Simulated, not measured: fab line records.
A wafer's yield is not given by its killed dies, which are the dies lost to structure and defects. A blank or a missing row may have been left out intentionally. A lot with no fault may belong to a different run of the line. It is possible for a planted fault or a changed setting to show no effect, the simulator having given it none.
fab line records || flow sky130
[record] {"lots": 7, "wafers": 21, "lastDay": 50}
route steps=708 shown METAL2@504 VIA2@507
lots that met no fault: from a run of the same line without faults
startH: hours from the record's first day to the start of the lot's first wafer shown || waitH: hours elapsed since this lot's preceding step || " unchanged from the row above || L1.1+2: a row that stands for several wafers || - value missing, or start not given || * or withheld: withheld || < > ~ a bound
route shown NAME@n: a module of which the file shows steps, and the number in the route of the first || usual: the fault-free wafers' mean and standard deviation || same: alike in all rows || chamber/n: place in a boat || sites: the reading at each site || _std_site: the standard deviation of these || _edge_site: mean of outer sites minus mean of inner sites || radiusMm: for every site, how far away it sits from the centre of the wafer || mask NAME#n: copy n || behind: tool/chamber where the wafer was last shaped || hold: what put the lot on hold/how long, in hours/how the hold closed || device: the transistor (n, p or np) that didn't switch || end of line: the same wafers' tests at the end of the route || for a step that has no rows: nothing shown but its recipe || killed: count of dies lost to structure and defects at first sort (not the wafer's yield) || map: a wafer's dies, marking killed ones x, the rest . and places with no die _
set.NAME: setting as actually run; set.NAME@STEP: the setting as run at that earlier step || model.NAME: the simulator's own value behind a step, which no gauge read
lots at some steps of the route; a table a step, a row a wafer
services: from which hour (startH, from the record's first day; less than 0 if before it) a tool's chamber was out of use, for how many hours, and why
[[steps]]
[step SKY_METAL2_STRIP_21]
[recipe] {"chemistry": "postEtchResidueRemover", "timeS": 1200, "tempC": 72.5}
[step SKY_METAL2_CLEAN_22]
[recipe] {"chemistry": "IPA", "timeS": 180, "tempC": 25}
[step SKY_METAL2_CLEAN_23]
[recipe] {"chemistry": "O3/DIW", "dry": "n2Spin"}
[step SKY_VIA2_HDPCVD_00]
[recipe] {"material": "SiO2", "targetThkNm": 1180, "sigmaOpenFrac": 0.3, "timeS": 196.7, "tempC": 400, "sih4FlowSccm": 60, "pressureMtorr": 6}
[step SKY_VIA2_THK_MEAS_01]
[recipe] {"reads": "SiO2_of_VIA2_HDPCVD_00"}
[usual] {"VIA2_HDPCVD_THK": "1175/10"}
{"lot.wafer": "L632.2", "tool": "filmMetro-02", "chamber": "-", "startH": 854.60, "waitH": 0.1, "VIA2_HDPCVD_THK[nm]": 1170}
{"lot.wafer": "L632.3", "tool": "filmMetro-02", "chamber": "-", "startH": 854.60, "waitH": 0.1, "VIA2_HDPCVD_THK[nm]": 1179}
{"lot.wafer": "L632.6", "tool": "filmMetro-02", "chamber": "-", "startH": 854.60, "waitH": 0.1, "VIA2_HDPCVD_THK[nm]": 1174}
{"lot.wafer": "L638.3", "tool": "filmMetro-01", "chamber": "-", "startH": 890.57, "waitH": 0.1, "VIA2_HDPCVD_THK[nm]": 1182}
{"lot.wafer": "L638.4", "tool": "filmMetro-01", "chamber": "-", "startH": 890.57, "waitH": 0.1, "VIA2_HDPCVD_THK[nm]": 1176}
{"lot.wafer": "L638.6", "tool": "filmMetro-01", "chamber": "-", "startH": 890.57, "waitH": 0.1, "VIA2_HDPCVD_THK[nm]": 1181}
{"lot.wafer": "L639.2", "tool": "filmMetro-03", "chamber": "-", "startH": 901.16, "waitH": 0.1, "VIA2_HDPCVD_THK[nm]": 1177}
{"lot.wafer": "L639.3", "tool": "filmMetro-03", "chamber": "-", "startH": 901.16, "waitH": 0.1, "VIA2_HDPCVD_THK[nm]": 1177}
{"lot.wafer": "L639.6", "tool": "filmMetro-03", "chamber": "-", "startH": 901.16, "waitH": 0.1, "VIA2_HDPCVD_THK[nm]": 1173}
{"lot.wafer": "L640.2", "tool": "filmMetro-03", "chamber": "-", "startH": 902.21, "waitH": 0.1, "VIA2_HDPCVD_THK[nm]": 1188}
{"lot.wafer": "L640.4", "tool": "filmMetro-03", "chamber": "-", "startH": 902.21, "waitH": 0.1, "VIA2_HDPCVD_THK[nm]": 1149}
{"lot.wafer": "L640.5", "tool": "filmMetro-03", "chamber": "-", "startH": 902.21, "waitH": 0.1, "VIA2_HDPCVD_THK[nm]": 1166}
{"lot.wafer": "L646.2", "tool": "filmMetro-01", "chamber": "-", "startH": 949.13, "waitH": 0.1, "VIA2_HDPCVD_THK[nm]": 1162}
{"lot.wafer": "L646.3", "tool": "filmMetro-01", "chamber": "-", "startH": 949.13, "waitH": 0.1, "VIA2_HDPCVD_THK[nm]": 1184}
{"lot.wafer": "L646.5", "tool": "filmMetro-01", "chamber": "-", "startH": 949.13, "waitH": 0.1, "VIA2_HDPCVD_THK[nm]": 1155}
{"lot.wafer": "L650.2", "tool": "filmMetro-03", "chamber": "-", "startH": 969.27, "waitH": 0.1, "VIA2_HDPCVD_THK[nm]": 1177}
{"lot.wafer": "L650.4", "tool": "filmMetro-03", "chamber": "-", "startH": 969.27, "waitH": 0.1, "VIA2_HDPCVD_THK[nm]": 1184}
{"lot.wafer": "L650.5", "tool": "filmMetro-03", "chamber": "-", "startH": 969.27, "waitH": 0.1, "VIA2_HDPCVD_THK[nm]": 1177}
{"lot.wafer": "L652.2", "tool": "filmMetro-03", "chamber": "-", "startH": 984.75, "waitH": 0.1, "VIA2_HDPCVD_THK[nm]": 1163}
{"lot.wafer": "L652.4", "tool": "filmMetro-03", "chamber": "-", "startH": 984.75, "waitH": 0.1, "VIA2_HDPCVD_THK[nm]": 1183}
{"lot.wafer": "L652.6", "tool": "filmMetro-03", "chamber": "-", "startH": 984.75, "waitH": 0.1, "VIA2_HDPCVD_THK[nm]": 1164}
[step SKY_VIA2_CMP_02]
[recipe] {"material": "SiO2", "downForcePsi": 4, "platenRpm": 60, "padVelocityMS": 0.94248}
[usual] {"motorCurrentA": "12.5/1.3"}
{"lot.wafer": "L632.3", "tool": "cmp-01", "chamber": 2, "startH": 854.75, "waitH": 0.1, "motorCurrentA": 11.7}
{"lot.wafer": "L632.2", "tool": "cmp-01", "chamber": 3, "startH": 854.75, "waitH": 0.1, "motorCurrentA": 11.3}
{"lot.wafer": "L632.6", "tool": "cmp-01", "chamber": 0, "startH": 854.75, "waitH": 0.1, "motorCurrentA": 13.6}
{"lot.wafer": "L638.4", "tool": "cmp-02", "chamber": 0, "startH": 890.61, "waitH": 0.0, "motorCurrentA": 13.3}
{"lot.wafer": "L638.3", "tool": "cmp-02", "chamber": 1, "startH": 890.61, "waitH": 0.0, "motorCurrentA": 12.6}
{"lot.wafer": "L638.6", "tool": "cmp-02", "chamber": 0, "startH": 890.61, "waitH": 0.0, "motorCurrentA": 13.2}
{"lot.wafer": "L639.2", "tool": "cmp-02", "chamber": 0, "startH": 901.21, "waitH": 0.0, "motorCurrentA": 13.7}
{"lot.wafer": "L639.3", "tool": "cmp-02", "chamber": 2, "startH": 901.21, "waitH": 0.0, "motorCurrentA": 11.9}
{"lot.wafer": "L639.6", "tool": "cmp-02", "chamber": 0, "startH": 901.21, "waitH": 0.0, "motorCurrentA": 12.6}
{"lot.wafer": "L640.4", "tool": "cmp-02", "chamber": 0, "startH": 902.26, "waitH": 0.0, "motorCurrentA": 12.5}
{"lot.wafer": "L640.2", "tool": "cmp-02", "chamber": 2, "startH": 902.26, "waitH": 0.0, "motorCurrentA": 12.2}
{"lot.wafer": "L640.5", "tool": "cmp-02", "chamber": 0, "startH": 902.26, "waitH": 0.0, "motorCurrentA": 12.7}
{"lot.wafer": "L646.2", "tool": "cmp-01", "chamber": 3, "startH": 949.49, "waitH": 0.4, "motorCurrentA": 11.2}
{"lot.wafer": "L646.3", "tool": "cmp-01", "chamber": 0, "startH": 949.49, "waitH": 0.4, "motorCurrentA": 14.0}
{"lot.wafer": "L646.5", "tool": "cmp-01", "chamber": 2, "startH": 949.49, "waitH": 0.4, "motorCurrentA": 10.9}
{"lot.wafer": "L650.4", "tool": "cmp-02", "chamber": 1, "startH": 969.32, "waitH": 0.0, "motorCurrentA": 12.9}
{"lot.wafer": "L650.2", "tool": "cmp-02", "chamber": 3, "startH": 969.32, "waitH": 0.0, "motorCurrentA": 11.2}
{"lot.wafer": "L650.5", "tool": "cmp-02", "chamber": 2, "startH": 969.32, "waitH": 0.0, "motorCurrentA": 11.4}
{"lot.wafer": "L652.2", "tool": "cmp-01", "chamber": 3, "startH": 984.80, "waitH": 0.0, "motorCurrentA": 11.0}
{"lot.wafer": "L652.4", "tool": "cmp-01", "chamber": 2, "startH": 984.80, "waitH": 0.0, "motorCurrentA": 11.1}
{"lot.wafer": "L652.6", "tool": "cmp-01", "chamber": 3, "startH": 984.80, "waitH": 0.0, "motorCurrentA": 11.1}
[step SKY_VIA2_BOW_MEAS_03]
[recipe] {"mode": "bow"}
[usual] {"VIA2_BOW": "87/7.1"}
{"lot.wafer": "L632.2", "tool": "filmMetro-01", "chamber": "-", "startH": 854.97, "waitH": 0.1, "VIA2_BOW[um]": 101}
{"lot.wafer": "L632.3", "tool": "filmMetro-01", "chamber": "-", "startH": 854.97, "waitH": 0.1, "VIA2_BOW[um]": 89}
{"lot.wafer": "L632.6", "tool": "filmMetro-01", "chamber": "-", "startH": 854.97, "waitH": 0.1, "VIA2_BOW[um]": 91}
{"lot.wafer": "L638.3", "tool": "filmMetro-01", "chamber": "-", "startH": 890.95, "waitH": 0.2, "VIA2_BOW[um]": 94}
{"lot.wafer": "L638.4", "tool": "filmMetro-01", "chamber": "-", "startH": 890.95, "waitH": 0.2, "VIA2_BOW[um]": 78}
{"lot.wafer": "L638.6", "tool": "filmMetro-01", "chamber": "-", "startH": 890.95, "waitH": 0.2, "VIA2_BOW[um]": 79}
{"lot.wafer": "L639.2", "tool": "filmMetro-03", "chamber": "-", "startH": 901.53, "waitH": 0.3, "VIA2_BOW[um]": 79}
{"lot.wafer": "L639.3", "tool": "filmMetro-03", "chamber": "-", "startH": 901.53, "waitH": 0.3, "VIA2_BOW[um]": 88}
{"lot.wafer": "L639.6", "tool": "filmMetro-03", "chamber": "-", "startH": 901.53, "waitH": 0.3, "VIA2_BOW[um]": 78}
{"lot.wafer": "L640.2", "tool": "filmMetro-01", "chamber": "-", "startH": 902.58, "waitH": 0.2, "VIA2_BOW[um]": 85}
{"lot.wafer": "L640.4", "tool": "filmMetro-01", "chamber": "-", "startH": 902.58, "waitH": 0.2, "VIA2_BOW[um]": 86}
{"lot.wafer": "L640.5", "tool": "filmMetro-01", "chamber": "-", "startH": 902.58, "waitH": 0.2, "VIA2_BOW[um]": 79}
{"lot.wafer": "L646.2", "tool": "filmMetro-03", "chamber": "-", "startH": 949.71, "waitH": 0.2, "VIA2_BOW[um]": 94}
{"lot.wafer": "L646.3", "tool": "filmMetro-03", "chamber": "-", "startH": 949.71, "waitH": 0.2, "VIA2_BOW[um]": 87}
{"lot.wafer": "L646.5", "tool": "filmMetro-03", "chamber": "-", "startH": 949.71, "waitH": 0.2, "VIA2_BOW[um]": 86}
{"lot.wafer": "L650.2", "tool": "filmMetro-02", "chamber": "-", "startH": 969.64, "waitH": 0.2, "VIA2_BOW[um]": 92}
{"lot.wafer": "L650.4", "tool": "filmMetro-02", "chamber": "-", "startH": 969.64, "waitH": 0.2, "VIA2_BOW[um]": 87}
{"lot.wafer": "L650.5", "tool": "filmMetro-02", "chamber": "-", "startH": 969.64, "waitH": 0.2, "VIA2_BOW[um]": 80}
{"lot.wafer": "L652.2", "tool": "filmMetro-03", "chamber": "-", "startH": 985.12, "waitH": 0.3, "VIA2_BOW[um]": 87}
{"lot.wafer": "L652.4", "tool": "filmMetro-03", "chamber": "-", "startH": 985.12, "waitH": 0.3, "VIA2_BOW[um]": 80}
{"lot.wafer": "L652.6", "tool": "filmMetro-03", "chamber": "-", "startH": 985.12, "waitH": 0.3, "VIA2_BOW[um]": 87}
[step SKY_VIA2_DEHYDRATE_04]
[recipe] {"tempC": 200, "timeS": 60}
[step SKY_VIA2_HMDS_05]
[recipe] {"primeTimeS": 60, "primeTempC": 120}
[step SKY_VIA2_COAT_06]
[recipe] {"resist": "BARC", "tempC": "withheld", "timeS": "withheld", "spinRpm": 3000, "resistThkNm": 60}
[step SKY_VIA2_COAT_07]
[recipe] {"resist": "KrF-thick", "spinRpm": 3000, "resistThkNm": 450}
[step SKY_VIA2_SOFTBAKE_08]
[recipe] {"tempC": 100, "timeS": 90, "resist": "KrF-thick"}
[step SKY_VIA2_EXPOSE_09]
[recipe] {"maskId": "VIM2", "na": 0.8, "sourceShape": "annular", "sigmaInner": 0.55, "sigmaOuter": 0.85, "targetCdNm": 200, "doseMj": 38}
[usual] {"exposureDoseMJCm2": "37.85/0.034", "focusOffsetNm": "0.0/0.46"}
{"lot.wafer": "L632.2", "tool": "krfScanner-01", "chamber": 0, "startH": 868.54, "waitH": "-", "mask": "VIM2#0", "exposureDoseMJCm2": 37.87, "focusOffsetNm": -0.1}
{"lot.wafer": "L632.3", "tool": "krfScanner-01", "chamber": 0, "startH": 868.54, "waitH": "-", "mask": "VIM2#0", "exposureDoseMJCm2": 37.89, "focusOffsetNm": 0.1}
{"lot.wafer": "L632.6", "tool": "krfScanner-01", "chamber": 0, "startH": 868.54, "waitH": "-", "mask": "VIM2#0", "exposureDoseMJCm2": 37.86, "focusOffsetNm": 0.1}
{"lot.wafer": "L638.3", "tool": "krfScanner-02", "chamber": "-", "startH": 904.09, "waitH": "-", "mask": "VIM2#0", "exposureDoseMJCm2": "-", "focusOffsetNm": "-"}
{"lot.wafer": "L638.4", "tool": "krfScanner-02", "chamber": "-", "startH": 904.09, "waitH": "-", "mask": "VIM2#0", "exposureDoseMJCm2": "-", "focusOffsetNm": "-"}
{"lot.wafer": "L638.6", "tool": "krfScanner-02", "chamber": "-", "startH": 904.09, "waitH": "-", "mask": "VIM2#0", "exposureDoseMJCm2": "-", "focusOffsetNm": "-"}
{"lot.wafer": "L639.2", "tool": "krfScanner-02", "chamber": "-", "startH": 914.67, "waitH": "-", "mask": "VIM2#0", "exposureDoseMJCm2": "-", "focusOffsetNm": "-"}
{"lot.wafer": "L639.3", "tool": "krfScanner-02", "chamber": "-", "startH": 914.67, "waitH": "-", "mask": "VIM2#0", "exposureDoseMJCm2": "-", "focusOffsetNm": "-"}
{"lot.wafer": "L639.6", "tool": "krfScanner-02", "chamber": "-", "startH": 914.67, "waitH": "-", "mask": "VIM2#0", "exposureDoseMJCm2": "-", "focusOffsetNm": "-"}
{"lot.wafer": "L640.2", "tool": "krfScanner-01", "chamber": "-", "startH": 916.38, "waitH": "-", "mask": "VIM2#0", "exposureDoseMJCm2": "-", "focusOffsetNm": "-"}
{"lot.wafer": "L640.4", "tool": "krfScanner-01", "chamber": "-", "startH": 916.38, "waitH": "-", "mask": "VIM2#0", "exposureDoseMJCm2": "-", "focusOffsetNm": "-"}
{"lot.wafer": "L640.5", "tool": "krfScanner-01", "chamber": "-", "startH": 916.38, "waitH": "-", "mask": "VIM2#0", "exposureDoseMJCm2": "-", "focusOffsetNm": "-"}
{"lot.wafer": "L646.2", "tool": "krfScanner-01", "chamber": 0, "startH": 961.25, "waitH": "-", "mask": "VIM2#0", "exposureDoseMJCm2": 37.87, "focusOffsetNm": -0.5}
{"lot.wafer": "L646.3", "tool": "krfScanner-01", "chamber": 0, "startH": 961.25, "waitH": "-", "mask": "VIM2#0", "exposureDoseMJCm2": 37.89, "focusOffsetNm": -0.4}
{"lot.wafer": "L646.5", "tool": "krfScanner-01", "chamber": 0, "startH": 961.25, "waitH": "-", "mask": "VIM2#0", "exposureDoseMJCm2": 37.82, "focusOffsetNm": -0.5}
{"lot.wafer": "L650.2", "tool": "krfScanner-02", "chamber": 0, "startH": 981.84, "waitH": "-", "mask": "VIM2#0", "exposureDoseMJCm2": 37.88, "focusOffsetNm": 0.2}
{"lot.wafer": "L650.4", "tool": "krfScanner-02", "chamber": 0, "startH": 981.84, "waitH": "-", "mask": "VIM2#0", "exposureDoseMJCm2": 37.86, "focusOffsetNm": 0.2}
{"lot.wafer": "L650.5", "tool": "krfScanner-02", "chamber": 0, "startH": 981.84, "waitH": "-", "mask": "VIM2#0", "exposureDoseMJCm2": 37.88, "focusOffsetNm": -0.1}
{"lot.wafer": "L652.2", "tool": "krfScanner-02", "chamber": 0, "startH": 997.47, "waitH": "-", "mask": "VIM2#0", "exposureDoseMJCm2": 37.92, "focusOffsetNm": 0.4}
{"lot.wafer": "L652.4", "tool": "krfScanner-02", "chamber": 0, "startH": 997.47, "waitH": "-", "mask": "VIM2#0", "exposureDoseMJCm2": 37.79, "focusOffsetNm": 0.3}
{"lot.wafer": "L652.6", "tool": "krfScanner-02", "chamber": 0, "startH": 997.47, "waitH": "-", "mask": "VIM2#0", "exposureDoseMJCm2": 37.81, "focusOffsetNm": -0.1}
[step SKY_VIA2_PEB_10]
[recipe] {"pebTempC": "withheld", "pebTimeS": "withheld", "resist": "KrF-thick"}
[[services]]
{"tool": "krfScanner-02", "chamber": "-", "startH": 832.55, "hours": 0.2, "kind": "repair"}
{"tool": "krfScanner-01", "chamber": "-", "startH": 841.25, "hours": 0.8, "kind": "pm"}
{"tool": "krfScanner-02", "chamber": "-", "startH": 844.94, "hours": 3.6, "kind": "pm"}
{"tool": "cmp-02", "chamber": "-", "startH": 847.37, "hours": 3.4, "kind": "repair"}
{"tool": "krfScanner-02", "chamber": "-", "startH": 858.76, "hours": 0.8, "kind": "pm"}
{"tool": "cmp-02", "chamber": "-", "startH": 868.86, "hours": 7.6, "kind": "pm"}
{"tool": "cmp-01", "chamber": "-", "startH": 870.98, "hours": 2.0, "kind": "repair"}
{"tool": "krfScanner-01", "chamber": "-", "startH": 871.56, "hours": 3.6, "kind": "pm"}
{"tool": "krfScanner-02", "chamber": "-", "startH": 879.15, "hours": 0.2, "kind": "repair"}
{"tool": "krfScanner-01", "chamber": "-", "startH": 883.44, "hours": 1.0, "kind": "pm"}
{"tool": "cmp-02", "chamber": "-", "startH": 912.11, "hours": 4.0, "kind": "pm"}
{"tool": "cmp-02", "chamber": "-", "startH": 916.11, "hours": "-", "kind": "consumableReplace:conditioner"}
{"tool": "cmp-02", "chamber": "-", "startH": 916.11, "hours": "-", "kind": "consumableReplace:pad"}
{"tool": "krfScanner-02", "chamber": "-", "startH": 922.04, "hours": 2.1, "kind": "repair"}
{"tool": "cmp-01", "chamber": "-", "startH": 928.40, "hours": 1.4, "kind": "repair"}
{"tool": "cmp-02", "chamber": "-", "startH": 928.72, "hours": 2.0, "kind": "repair"}
{"tool": "cmp-01", "chamber": "-", "startH": 929.55, "hours": 0.9, "kind": "repair"}
{"tool": "krfScanner-02", "chamber": "-", "startH": 936.10, "hours": 1.3, "kind": "pm"}
{"tool": "krfScanner-01", "chamber": "-", "startH": 945.62, "hours": 1.3, "kind": "pm"}
{"tool": "krfScanner-02", "chamber": "-", "startH": 951.19, "hours": 1.0, "kind": "pm"}
{"tool": "krfScanner-02", "chamber": "-", "startH": 956.44, "hours": 1.2, "kind": "repair"}
{"tool": "cmp-02", "chamber": "-", "startH": 960.62, "hours": 4.5, "kind": "repair"}
{"tool": "krfScanner-01", "chamber": "-", "startH": 995.36, "hours": 4.4, "kind": "pm"}
[[key]]
[firstSign] {"step": "SKY_VIA2_EXPOSE_09", "reading": "toolRecord", "direction": "missing"}
effect none on later readings
metAt SKY_VIA2_EXPOSE_09
struckWafers L638.3,L638.4,L638.6,L639.2,L639.3,L639.6,L640.2,L640.4,L640.5
laterRowsLeftOut L638.3,L638.4,L638.6,L639.2,L639.3,L639.6,L640.2,L640.4,L640.5
sortLeftOut L638.3,L638.4,L638.6,L639.2,L639.3,L639.6,L640.2,L640.4,L640.5
onsetBetween 868.54 904.09
[fault] {"kind": "skippedStepWhole", "tool": "krfScanner-01,krfScanner-02", "chamber": "-", "onsetH": 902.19, "steps": "SKY_VIA2_EXPOSE_09", "scope": "struckLotsOnly"}
// sortLeftOut: the simulated sort isn't trusted on such a fault, so these wafers' sort isn't shown, and their yield isn't known
// laterRowsLeftOut: the simulator's readings of these wafers behind a module that went badly wrong aren't trusted and aren't shown, but for the sort
